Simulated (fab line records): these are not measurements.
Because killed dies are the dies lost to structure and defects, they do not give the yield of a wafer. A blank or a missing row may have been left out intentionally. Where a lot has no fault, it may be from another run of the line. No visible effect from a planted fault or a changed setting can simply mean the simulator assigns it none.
Struck lot and sound lot, side by side    flow sky130    17 out of 708 route steps
Sound: wafers L267.1, L267.3, L267.6. Struck: wafer L261.3; the same lot's L261.1 was not struck, so it is left out; see the end for the cause.
Per side, at each step with rows, come the tool, then ch with its chambers, and then its first start. Under that, the readings that differ: sound wafers    struck wafers    difference of the means    sigmas: that difference in standard deviations of wafers without a fault.
alike: same words and numbers on both sides, and readings whose means sit less than 2 such deviations apart. not compared: any withheld reading, any reading some wafer has no value for, any bound like >300 that may hide the same value, and any number with overlapping values for which the record gives no deviation.
Wherever a step has rows on one side only, a row that says differs or no value, or a row with sigmas, the two part there. Non-overlapping numbers with no deviation appear without sigmas and do not part them. A reading missing from all wafers of one side parts the sides only when that side holds two or more wafers.

SKY_LOCAL_INTERCONNECT_RS_MEAS_01: measurement is done with a four-point probe.
  struck on film-metro-02, day 35 14:03; sound on film-metro-02, day 36 11:31
reading                             sound              struck  difference  sigmas
LOCAL_INTERCONNECT_TIN_RS (ohm/sq)  14.46 14.50 14.55  13.95   -0.55       -3
SKY_LOCAL_INTERCONNECT_THK_MEAS_02: measures by xrf.
  struck on film-metro-02, day 35 14:10; sound on film-metro-02, day 36 11:38
reading                          sound           struck  difference  sigmas
LOCAL_INTERCONNECT_TIN_THK (nm)  98.5 98.6 97.9  101.1   +2.8        +2
then, 8 steps without rows for these wafers: SKY_LOCAL_INTERCONNECT_DEHYDRATE_03 (time 60 s); SKY_LOCAL_INTERCONNECT_HMDS_04 (prime time 60 s); SKY_LOCAL_INTERCONNECT_COAT_05 (resist thk 60 nm); SKY_LOCAL_INTERCONNECT_COAT_06 (resist thk 450 nm); SKY_LOCAL_INTERCONNECT_SOFTBAKE_07 (time 90 s); SKY_LOCAL_INTERCONNECT_EXPOSE_08 (exposes mask LI1M, target cd 170 nm); SKY_LOCAL_INTERCONNECT_PEB_09; SKY_LOCAL_INTERCONNECT_DEVELOP_10 (develop time 60 s).
SKY_LOCAL_INTERCONNECT_CD_MEAS_11: target cd 170 nm.
  struck on cd-sem-02, day 36 14:14; sound on cd-sem-02, day 37 13:39
reading     sound              struck  difference  sigmas
cd-nm (nm)  171.6 170.2 171.2  167.6   -3.4        -2
SKY_LOCAL_INTERCONNECT_OVL_MEAS_12:
  struck on overlay-01, day 36 14:21; sound on overlay-01, day 37 13:46
reading                      sound       struck  difference  sigmas
LOCAL_INTERCONNECT_OVL (nm)  -11 -12 -3  12      +21         +4
SKY_LOCAL_INTERCONNECT_ETCH_13: etches BARC in N2/H2, stops on SiO2, time 45.9 s, target depth 60 nm.
  sound on rie-metal-03 ch 0,1, day 37 13:49; struck on rie-metal-01 ch 1, day 36 14:23
reading                                                    sound              struck  difference  sigmas
oes-product-au (a.u.)                                      0.864 0.849 0.853  0.719   -0.136      -31
run-length-s (s)                                           73.5 73.5 73.7     90.8    +17.2       +33
model.KrF-thick_of_LOCAL_INTERCONNECT_COAT_06.thk-nm (nm)  392.3 392.6 390.7  379.9   -12.0       
model.LOCAL_INTERCONNECT.cd-nm (nm)                        172 170.8 170.9    166     -5          
model.SiO2_of_SONOS_ONO_CVD_04.thk-nm (nm)                 4.386 4.289 4.25   3.539   -0.769      
  alike: drypump-motor-current-A, throttle-valve-pct
  not compared: rf-hours-counter-h
SKY_LOCAL_INTERCONNECT_METAL_ETCH_14: etches TiN in Cl2/BCl3, stops on PSG, target depth 110 nm, time 31.4 s.
  sound on rie-metal-03 ch 0,1, day 37 13:52; struck on rie-metal-01 ch 1, day 36 14:27
reading                                                    sound              struck  difference  sigmas
run-length-s (s)                                           59.2 58.9 59.7     60.6    +1.3        +3
model.KrF-thick_of_LOCAL_INTERCONNECT_COAT_06.thk-nm (nm)  349.1 349.4 345.7  336.9   -11.2       
  alike: drypump-motor-current-A, mfc-cl2-sccm, oes-product-au, throttle-valve-pct
  not compared: rf-hours-counter-h
SKY_LOCAL_INTERCONNECT_STRIP_15: strips in O2/N2.
  sound on plasma-asher-03 ch 0,1, day 37 13:55; struck on plasma-asher-02 ch 1, day 36 14:30
reading                       sound              struck  difference  sigmas
oes-product-au (a.u.)         0.426 0.423 0.423  0.414   -0.010      -2
strip-time-to-endpoint-s (s)  4.724 4.736 4.678  4.603   -0.110      -4
  alike: drypump-motor-current-A
  not compared: rf-hours-counter-h
then, 2 steps without rows for these wafers: SKY_LOCAL_INTERCONNECT_STRIP_16 (strips in post etch residue remover, time 1200 s); SKY_PAD_OPEN_PROBE_99.

WHERE THEY PART
Earliest at SKY_LOCAL_INTERCONNECT_RS_MEAS_01; latest, in this record, at SKY_LOCAL_INTERCONNECT_STRIP_15.

WHY: what had been put in by the simulator
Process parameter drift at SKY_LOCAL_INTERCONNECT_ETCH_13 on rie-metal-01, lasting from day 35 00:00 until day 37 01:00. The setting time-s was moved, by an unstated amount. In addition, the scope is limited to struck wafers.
